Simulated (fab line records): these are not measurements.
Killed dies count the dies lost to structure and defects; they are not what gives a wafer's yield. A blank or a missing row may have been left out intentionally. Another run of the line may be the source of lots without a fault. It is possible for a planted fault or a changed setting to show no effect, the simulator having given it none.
fab line records | flow gf180mcu
record lots=24 wafers=72 last-day=34
route steps=602 shown STI@3 VT_IMPLANT@97 SAB@274 CONTACT@312 V4@500 V5@558
lots that met no fault: from a run of the same line without faults
start-h: hours from the record's first day to the start of the lot's first wafer shown | wait-h: how many hours have passed since the lot's step before this one | " same as the row above | L1.1+2: a single row standing in for several wafers | - no value, or no start given | * or withheld: withheld | < > ~ a bound
route shown NAME@n: NAME is a module with steps in the file, n the number in the route of the first one | usual: mean/standard deviation taken from wafers without a fault | same: alike in all rows | chamber/n: place in a boat | sites: readings site by site | _std_site: standard deviation of those values | _edge_site: inner sites' mean taken away from outer sites' mean | radius-mm: how far each site lies from the wafer's centre | mask NAME#n: copy n | behind: the most recent tool/chamber to have shaped the wafer | hold: cause of the lot's hold/its duration in hours/its outcome | device: the n, p or np transistor that did not switch | end of line: tests of these same wafers at the route's end | step lacking rows: just its recipe | killed: the dies lost at the first sort to structure and to defects; this is not the yield of the wafer | map: dies across one wafer; x = killed, . = not, _ = none there
set.NAME: setting as actually run; set.NAME@STEP: the setting as run at that earlier step | model.NAME: the simulator's own value behind a step, which no gauge read
the route's steps for a sample of lots (tables are steps, rows are wafers)
services: when a tool's chamber went out of use (start-h, in hours from the record's first day, below 0 if earlier), for how many hours, and the reason
## steps
# step GF_STI_THK_MEAS_02
# recipe reads=SiO2_of_STI_OXIDATION_01
# usual STI_OXIDATION_THK=9.91/0.23
# columns lot.wafer tool chamber start-h wait-h STI_OXIDATION_THK[nm]
L074.1 film-metro-04 - 11.94 0.0 9.68
L074.2 " - " " 9.71
L074.3 " - " " 9.68
L075.3 film-metro-01 - 16.84 0.0 9.99
L075.4 " - " " 9.84
L075.6 " - " " 10.14
L076.2 film-metro-04 - 21.52 0.0 9.69
L076.3 " - " " 9.59
L076.6 " - " " 9.52
L077.1 film-metro-04 - 26.51 0.0 9.57
L077.2 " - " " 9.54
L077.5 " - " " 9.50
L078.2 film-metro-02 - 31.52 0.0 9.72
L078.3 " - " " 9.82
L078.6 " - " " 9.72
L079.1 film-metro-04 - 36.51 0.0 9.84
L079.4 " - " " 9.76
L079.6 " - " " 9.81
L080.1 film-metro-01 - 43.18 0.0 9.89
L080.3 " - " " 9.74
L080.5 " - " " 9.98
L081.1 film-metro-02 - 48.64 0.0 10.00
L081.2 " - " " 10.00
L081.3 " - " " 9.74
L082.1 film-metro-01 - 55.35 0.0 9.71
L082.4 " - " " 9.82
L082.6 " - " " 9.73
L083.4 film-metro-04 - 59.16 0.0 10.37
L083.5 " - " " 10.39
L083.6 " - " " 10.28
L084.1 film-metro-04 - 61.51 0.0 9.47
L084.3 " - " " 9.47
L084.6 " - " " 9.63
L085.2 film-metro-01 - 66.52 0.0 9.91
L085.3 " - " " 10.02
L085.5 " - " " 9.97
L086.2 film-metro-01 - 71.52 0.0 9.96
L086.3 " - " " 9.92
L086.5 " - " " 9.89
L087.1 film-metro-02 - 76.52 0.0 9.72
L087.4 " - " " 9.88
L087.6 " - " " 9.89
L088.3 film-metro-04 - 81.53 0.0 10.26
L088.4 " - " " 10.05
L088.5 " - " " 10.21
L089.2 film-metro-02 - 86.54 0.0 10.05
L089.5 " - " " 9.85
L089.6 " - " " 9.81
L090.1 film-metro-04 - 91.93 0.0 9.97
L090.2 " - " " 9.85
L090.4 " - " " 10.01
L091.3 film-metro-01 - 96.53 0.0 10.04
L091.4 " - " " 9.85
L091.6 " - " " 10.23
L092.2 film-metro-01 - 101.52 0.0 9.99
L092.3 " - " " 10.03
L092.4 " - " " 9.86
L093.2 film-metro-02 - 106.52 0.0 10.35
L093.3 " - " " 10.11
L093.4 " - " " 10.19
L094.2 film-metro-02 - 111.52 0.0 10.17
L094.5 " - " " 10.13
L094.6 " - " " 10.20
L095.2 film-metro-02 - 116.52 0.0 9.94
L095.5 " - " " 10.01
L095.6 " - " " 9.95
L096.1 film-metro-04 - 121.51 0.0 10.23
L096.3 " - " " 10.40
L096.5 " - " " 10.28
L097.1 film-metro-04 - 127.98 0.0 9.90
L097.2 " - " " 9.95
L097.5 " - " " 9.93
# step GF_VT_IMPLANT_OVL_MEAS_07
# usual VT_IMPLANT_OVL=0.0/1.7
# columns lot.wafer tool chamber start-h wait-h VT_IMPLANT_OVL[nm]
L074.1 overlay-01 - 108.93 0.1 -3.1
L074.2 " - " " -2.8
L074.3 " - " " -2.6
L075.3 overlay-02 - 116.23 0.1 -3.5
L075.4 " - " " -1.0
L075.6 " - " " -1.6
L076.2 overlay-02 - 122.77 0.1 -0.6
L076.3 " - " " -0.5
L076.6 " - " " -1.9
L077.1 overlay-02 - 133.91 0.1 -0.8
L077.2 " - " " -2.0
L077.5 " - " " -1.9
L078.2 overlay-01 - 143.62 0.1 0.3
L078.3 " - " " -1.4
L078.6 " - " " -0.9
L079.1 overlay-01 - 145.05 0.1 1.8
L079.4 " - " " 3.0
L079.6 " - " " 0.9
L080.1 overlay-01 - 148.16 0.1 2.6
L080.3 " - " " -0.6
L080.5 " - " " -1.2
L081.1 overlay-02 - 157.20 0.1 -0.2
L081.2 " - " " -1.5
L081.3 " - " " 1.7
L082.1 overlay-01 - 163.98 0.1 0.7
L082.4 " - " " 0.6
L082.6 " - " " 0.7
L083.4 overlay-01 - 170.70 0.1 3.3
L083.5 " - " " 3.3
L083.6 " - " " 2.3
L084.1 overlay-01 - 173.28 0.1 -2.4
L084.3 " - " " -0.8
L084.6 " - " " -0.7
L085.2 overlay-02 - 177.34 0.1 -1.4
L085.3 " - " " -0.6
L085.5 " - " " -1.4
L086.2 overlay-02 - 186.62 0.1 2.2
L086.3 " - " " 0.1
L086.5 " - " " 2.3
L087.1 overlay-02 - 191.16 0.1 -1.9
L087.4 " - " " -0.1
L087.6 " - " " -0.4
L088.3 overlay-02 - 198.31 0.1 3.0
L088.4 " - " " 3.4
L088.5 " - " " 3.2
L089.2 overlay-01 - 203.74 0.1 1.8
L089.5 " - " " 0.7
L089.6 " - " " 0.3
L090.1 overlay-02 - 210.95 0.1 0.8
L090.2 " - " " 2.0
L090.4 " - " " 1.8
L091.3 overlay-02 - 216.81 0.1 -1.6
L091.4 " - " " -1.7
L091.6 " - " " 0.8
L092.2 overlay-02 - 222.12 0.1 -1.7
L092.3 " - " " -2.5
L092.4 " - " " -0.9
L093.2 overlay-01 - 228.47 0.1 1.2
L093.3 " - " " 0.6
L093.4 " - " " 0.8
L094.2 overlay-01 - 236.12 0.1 1.6
L094.5 " - " " 1.8
L094.6 " - " " 1.2
L095.2 overlay-02 - 242.42 0.1 1.4
L095.5 " - " " 2.5
L095.6 " - " " 0.9
L096.1 overlay-01 - 245.20 0.1 0.7
L096.3 " - " " -1.7
L096.5 " - " " -0.9
L097.1 overlay-01 - 258.03 0.1 -2.4
L097.2 " - " " 0.3
L097.5 " - " " 0.0
# step GF_SAB_OVL_MEAS_10
# usual SAB_OVL=0.1/1.3
# columns lot.wafer tool chamber start-h wait-h SAB_OVL[nm]
L074.1 overlay-02 - 341.79 0.1 -0.3
L074.2 " - " " 2.0
L074.3 " - " " 1.1
L075.3 overlay-01 - 346.60 0.1 -0.8
L075.4 " - " " 1.5
L075.6 " - " " 0.6
L076.2 overlay-01 - 354.59 0.1 -1.3
L076.3 " - " " -0.2
L076.6 " - " " -1.1
L077.1 overlay-01 - 373.59 0.1 0.3
L077.2 " - " " 0.2
L077.5 " - " " 1.9
L078.2 overlay-02 - 383.44 0.1 -1.3
L078.3 " - " " -2.7
L078.6 " - " " 0.2
L079.1 overlay-01 - 385.73 0.1 -1.9
L079.4 " - " " -1.7
L079.6 " - " " -1.4
L080.1 overlay-01 - 391.04 0.1 0.5
L080.3 " - " " 1.8
L080.5 " - " " 2.5
L081.1 overlay-01 - 405.08 0.1 -0.6
L081.2 " - " " 0.0
L081.3 " - " " -0.6
L082.1 overlay-01 - 415.38 0.1 0.0
L082.4 " - " " 0.1
L082.6 " - " " 0.9
L083.4 overlay-01 - 423.55 0.1 1.2
L083.5 " - " " 1.7
L083.6 " - " " 1.0
L084.1 overlay-02 - 427.65 0.1 1.8
L084.3 " - " " -1.1
L084.6 " - " " 0.9
L085.2 overlay-01 - 432.85 0.1 0.0
L085.3 " - " " -0.2
L085.5 " - " " -0.5
L086.2 overlay-02 - 446.50 0.1 0.7
L086.3 " - " " -2.5
L086.5 " - " " -0.3
L087.1 overlay-02 - 454.48 0.1 -2.1
L087.4 " - " " -1.1
L087.6 " - " " -0.7
L088.3 overlay-02 - 464.64 0.1 -0.8
L088.4 " - " " 1.1
L088.5 " - " " 1.1
L089.2 overlay-01 - 472.48 0.1 1.8
L089.5 " - " " 1.1
L089.6 " - " " 2.1
L090.1 overlay-01 - 480.63 0.1 -0.1
L090.2 " - " " -0.7
L090.4 " - " " 4.7
L091.3 overlay-01 - 487.14 0.1 -2.4
L091.4 " - " " 0.3
L091.6 " - " " 0.0
L092.2 overlay-02 - 495.18 0.1 0.4
L092.3 " - " " -0.6
L092.4 " - " " -0.2
L093.2 overlay-02 - 504.75 0.1 -0.5
L093.3 " - " " -0.5
L093.4 " - " " 0.3
L094.2 overlay-02 - 511.04 0.1 -1.7
L094.5 " - " " 0.6
L094.6 " - " " -1.6
L095.2 overlay-02 - 521.79 0.1 0.4
L095.5 " - " " -0.6
L095.6 " - " " 0.0
L096.1 overlay-01 - 525.43 0.1 1.0
L096.3 " - " " -0.6
L096.5 " - " " 2.4
L097.1 overlay-01 - 538.23 0.1 0.8
L097.2 " - " " 0.3
L097.5 " - " " -0.4
# step GF_CONTACT_RS_MEAS_25
# recipe thk-meas-gauge=four-point-probe reads=W_of_CONTACT_CVD_24+TiN_of_CONTACT_SPUTTER_23+Ti_of_CONTACT_SPUTTER_22
# usual CONTACT_W_RS=0.381/0.0049
# columns lot.wafer tool chamber start-h wait-h CONTACT_W_RS[ohm/sq]
L074.1 film-metro-02 - 365.02 0.1 0.387
L074.2 " - " " 0.385
L074.3 " - " " 0.391
L075.3 film-metro-01 - 370.61 0.1 0.379
L075.4 " - " " 0.379
L075.6 " - " " 0.384
L076.2 film-metro-02 - 379.05 0.1 0.386
L076.3 " - " " 0.387
L076.6 " - " " 0.379
L077.1 film-metro-02 - 398.90 0.1 0.378
L077.2 " - " " 0.371
L077.5 " - " " 0.373
L078.2 film-metro-03 - 409.27 0.1 0.379
L078.3 " - " " 0.373
L078.6 " - " " 0.383
L079.1 film-metro-03 - 411.56 0.1 0.386
L079.4 " - " " 0.388
L079.6 " - " " 0.386
L080.1 film-metro-01 - 416.63 0.1 0.371
L080.3 " - " " 0.374
L080.5 " - " " 0.369
L081.1 film-metro-02 - 431.49 0.1 0.376
L081.2 " - " " 0.389
L081.3 " - " " 0.390
L082.1 film-metro-01 - 441.60 0.1 0.380
L082.4 " - " " 0.384
L082.6 " - " " 0.382
L083.4 film-metro-01 - 451.10 0.1 0.378
L083.5 " - " " 0.378
L083.6 " - " " 0.385
L084.1 film-metro-02 - 454.65 0.1 0.375
L084.3 " - " " 0.385
L084.6 " - " " 0.386
L085.2 film-metro-03 - 459.64 0.1 0.375
L085.3 " - " " 0.389
L085.5 " - " " 0.381
L086.2 film-metro-02 - 472.75 0.1 0.388
L086.3 " - " " 0.387
L086.5 " - " " 0.388
L087.1 film-metro-03 - 481.68 0.1 0.385
L087.4 " - " " 0.375
L087.6 " - " " 0.385
L088.3 film-metro-01 - 491.45 0.1 0.380
L088.4 " - " " 0.380
L088.5 " - " " 0.377
L089.2 film-metro-02 - 499.28 0.1 0.380
L089.5 " - " " 0.382
L089.6 " - " " 0.380
L090.1 film-metro-03 - 506.98 0.1 0.386
L090.2 " - " " 0.380
L090.4 " - " " 0.381
L091.3 film-metro-03 - 513.48 0.1 0.379
L091.4 " - " " 0.382
L091.6 " - " " 0.375
L092.2 film-metro-01 - 521.22 0.1 0.378
L092.3 " - " " 0.383
L092.4 " - " " 0.372
L093.2 film-metro-03 - 530.59 0.1 0.392
L093.3 " - " " 0.378
L093.4 " - " " 0.392
L094.2 film-metro-03 - 536.54 0.1 0.384
L094.5 " - " " 0.386
L094.6 " - " " 0.377
L095.2 film-metro-01 - 547.02 0.1 0.376
L095.5 " - " " 0.377
L095.6 " - " " 0.381
L096.1 film-metro-02 - 550.59 0.1 0.379
L096.3 " - " " 0.381
L096.5 " - " " 0.381
L097.1 film-metro-02 - 561.01 0.1 0.381
L097.2 " - " " 0.385
L097.5 " - " " 0.381
# step GF_V4_RS_MEAS_24
# recipe thk-meas-gauge=four-point-probe reads=W_of_V4_CVD_23+TiN_of_V4_SPUTTER_22+Ti_of_V4_SPUTTER_21
# usual V4_W_RS=0.328/0.0034
# columns lot.wafer tool chamber start-h wait-h V4_W_RS[ohm/sq]
L074.1 film-metro-01 - 576.82 0.1 0.329
L074.2 " - " " 0.329
L074.3 " - " " 0.330
L075.3 film-metro-03 - 578.63 0.1 0.326
L075.4 " - " " 0.331
L075.6 " - " " 0.330
L076.2 film-metro-01 - 579.91 0.1 0.328
L076.3 " - " " 0.327
L076.6 " - " " 0.326
L077.1 film-metro-01 - 595.95 0.1 0.322
L077.2 " - " " 0.328
L077.5 " - " " 0.325
L078.2 film-metro-01 - 605.31 0.1 0.324
L078.3 " - " " 0.323
L078.6 " - " " 0.323
L079.1 film-metro-03 - 622.11 0.1 0.321
L079.4 " - " " 0.324
L079.6 " - " " 0.326
L080.1 film-metro-03 - 622.41 0.1 0.327
L080.3 " - " " 0.327
L080.5 " - " " 0.329
L081.1 film-metro-01 - 626.37 0.1 0.327
L081.2 " - " " 0.328
L081.3 " - " " 0.329
L082.1 film-metro-02 - 633.02 0.1 0.327
L082.4 " - " " 0.328
L082.6 " - " " 0.327
L083.4 film-metro-02 - 641.77 0.1 0.323
L083.5 " - " " 0.326
L083.6 " - " " 0.328
L084.1 film-metro-02 - 646.65 0.1 0.328
L084.3 " - " " 0.327
L084.6 " - " " 0.328
L085.2 film-metro-01 - 648.62 0.1 0.330
L085.3 " - " " 0.330
L085.5 " - " " 0.331
L086.2 film-metro-02 - 667.14 0.1 0.331
L086.3 " - " " 0.331
L086.5 " - " " 0.333
L087.1 film-metro-01 - 668.84 0.1 0.327
L087.4 " - " " 0.328
L087.6 " - " " 0.326
L088.3 film-metro-02 - 673.49 0.1 0.335
L088.4 " - " " 0.334
L088.5 " - " " 0.333
L089.2 film-metro-02 - 679.62 0.1 0.332
L089.5 " - " " 0.328
L089.6 " - " " 0.326
L090.1 film-metro-03 - 688.57 0.1 0.329
L090.2 " - " " 0.330
L090.4 " - " " 0.329
L091.3 film-metro-03 - 692.80 0.1 0.326
L091.4 " - " " 0.333
L091.6 " - " " 0.324
L092.2 film-metro-02 - 707.04 0.1 0.329
L092.3 " - " " 0.327
L092.4 " - " " 0.335
L093.2 film-metro-02 - 709.14 0.1 0.326
L093.3 " - " " 0.329
L093.4 " - " " 0.329
L094.2 film-metro-02 - 712.28 0.1 0.325
L094.5 " - " " 0.331
L094.6 " - " " 0.322
L095.2 film-metro-01 - 717.49 0.1 0.324
L095.5 " - " " 0.336
L095.6 " - " " 0.329
L096.1 film-metro-01 - 722.62 0.1 0.323
L096.3 " - " " 0.329
L096.5 " - " " 0.331
L097.1 film-metro-01 - 732.65 0.1 0.324
L097.2 " - " " 0.331
L097.5 " - " " 0.338
# step GF_V5_STRIP_18
# recipe chemistry=O2/N2 power-w=1400 pressure-mtorr=1500 platen-temp-c=250 o2-flow-sccm=3000 n2-flow-sccm=300 overash-fraction=0.5
# usual drypump-motor-current-A=6.0/0.46 heater-power-w=326/31 oes-product-au=0.569/0.0054
# columns lot.wafer tool chamber start-h wait-h drypump-motor-current-A heater-power-w oes-product-au rf-hours-counter-h
L074.1 plasma-asher-04 0 642.09 - 5.5 332 0.571 102
L074.2 " 1 " " 6.3 368 0.567 102
L074.3 " 1 " " 6.4 369 0.557 -
L075.3 plasma-asher-04 1 643.00 - 6.3 355 0.570 -
L075.4 " 0 " " 5.5 348 0.570 -
L075.6 " 0 " " 5.5 346 0.571 -
L076.2 plasma-asher-01 1 644.89 - 5.6 295 0.569 56
L076.3 " 0 " " 6.8 355 0.567 -
L076.6 " 0 " " 6.9 358 0.564 -
L077.1 plasma-asher-01 0 659.61 - 6.8 351 0.565 58
L077.2 " 1 " " 5.7 288 0.561 58
L077.5 " 1 " " 5.6 296 0.569 -
L078.2 plasma-asher-03 1 668.66 - 5.9 289 0.575 85
L078.3 " 0 " " 6.0 310 0.575 -
L078.6 " 1 " " 5.8 290 0.563 -
L079.1 plasma-asher-04 1 684.06 - 6.4 368 0.561 106
L079.4 " 1 " " 6.4 355 0.576 -
L079.6 " 1 " " 6.4 369 0.576 -
L080.1 plasma-asher-01 1 685.57 - 5.7 295 0.563 61
L080.3 " 1 " " 5.7 294 0.563 -
L080.5 " 1 " " 5.7 287 0.565 -
L081.1 plasma-asher-04 1 688.09 - 6.3 369 0.562 107
L081.2 " 0 " " 5.5 340 0.554 107
L081.3 " 1 " " 6.4 357 0.568 -
L082.1 plasma-asher-03 0 694.92 - 6.0 317 0.565 88
L082.4 " 0 " " 6.0 313 0.571 -
L082.6 " 0 " " 6.0 319 0.564 -
L083.4 plasma-asher-03 0 702.32 - 6.0 314 0.567 -
L083.5 " 1 " " 5.9 291 0.562 -
L083.6 " 0 " " 6.0 317 0.572 -
L084.1 plasma-asher-03 1 706.97 - 5.9 284 0.574 89
L084.3 " 1 " " 5.9 300 0.571 -
L084.6 " 1 " " 5.9 286 0.567 -
L085.2 plasma-asher-03 0 710.12 - 6.0 307 0.577 90
L085.3 " 0 " " 6.0 316 0.578 -
L085.5 " 1 " " 5.9 291 0.576 -
L086.2 plasma-asher-01 1 725.26 - 5.6 286 0.580 66
L086.3 " 1 " " 5.6 286 0.558 -
L086.5 " 0 " " 6.8 360 0.572 -
L087.1 plasma-asher-01 0 727.87 - 6.8 347 0.575 67
L087.4 " 1 " " 5.6 284 0.570 -
L087.6 " 0 " " 6.8 363 0.567 -
L088.3 plasma-asher-03 1 732.35 - 5.9 288 0.576 -
L088.4 " 0 " " 6.0 323 0.559 -
L088.5 " 1 " " 5.9 286 0.566 -
L089.2 plasma-asher-01 1 737.91 - 5.6 295 0.575 68
L089.5 " 0 " " 6.8 358 0.569 -
L089.6 " 1 " " 5.7 285 0.575 -
L090.1 plasma-asher-01 0 744.92 - 6.8 353 0.563 69
L090.2 " 1 " " 5.7 290 0.570 69
L090.4 " 1 " " 5.6 303 0.573 -
L091.3 plasma-asher-04 0 749.50 - 5.5 350 0.566 -
L091.4 " 1 " " 6.4 369 0.567 -
L091.6 " 1 " " 6.3 375 0.567 -
L092.2 plasma-asher-03 1 761.87 - 5.9 289 0.571 96
L092.3 " 1 " " 5.9 292 0.573 -
L092.4 " 0 " " 6.0 310 0.558 -
L093.2 plasma-asher-04 1 763.92 - 6.4 371 0.570 2
L093.3 " 1 " " 6.4 366 0.570 -
L093.4 " 0 " " 5.5 339 0.569 -
L094.2 plasma-asher-03 0 766.22 - 6.0 317 0.563 97
L094.5 " 1 " " 5.9 291 0.568 -
L094.6 " 0 " " 6.0 322 0.569 -
L095.2 plasma-asher-01 1 771.81 - 5.7 287 0.578 72
L095.5 " 0 " " 6.9 348 0.577 -
L095.6 " 1 " " 5.7 297 0.570 -
L096.1 plasma-asher-01 1 775.77 - 5.6 281 0.566 72
L096.3 " 1 " " 5.6 293 0.576 -
L096.5 " 0 " " 6.8 361 0.572 -
L097.1 plasma-asher-04 1 785.12 - 6.4 382 0.570 4
L097.2 " 0 " " 5.4 350 0.579 4
L097.5 " 1 " " 6.4 366 0.579 -
## services
# columns tool chamber start-h hours kind
plasma-asher-03 - 635.02 24.0 repair
plasma-asher-04 - 733.84 9.0 pm
plasma-asher-04 0 733.84 9.0 vent-cycle
plasma-asher-04 1 733.84 9.0 vent-cycle
plasma-asher-04 0 742.84 - clean
plasma-asher-04 1 742.84 - clean
plasma-asher-01 - 784.58 2.4 repair
## key
fault none
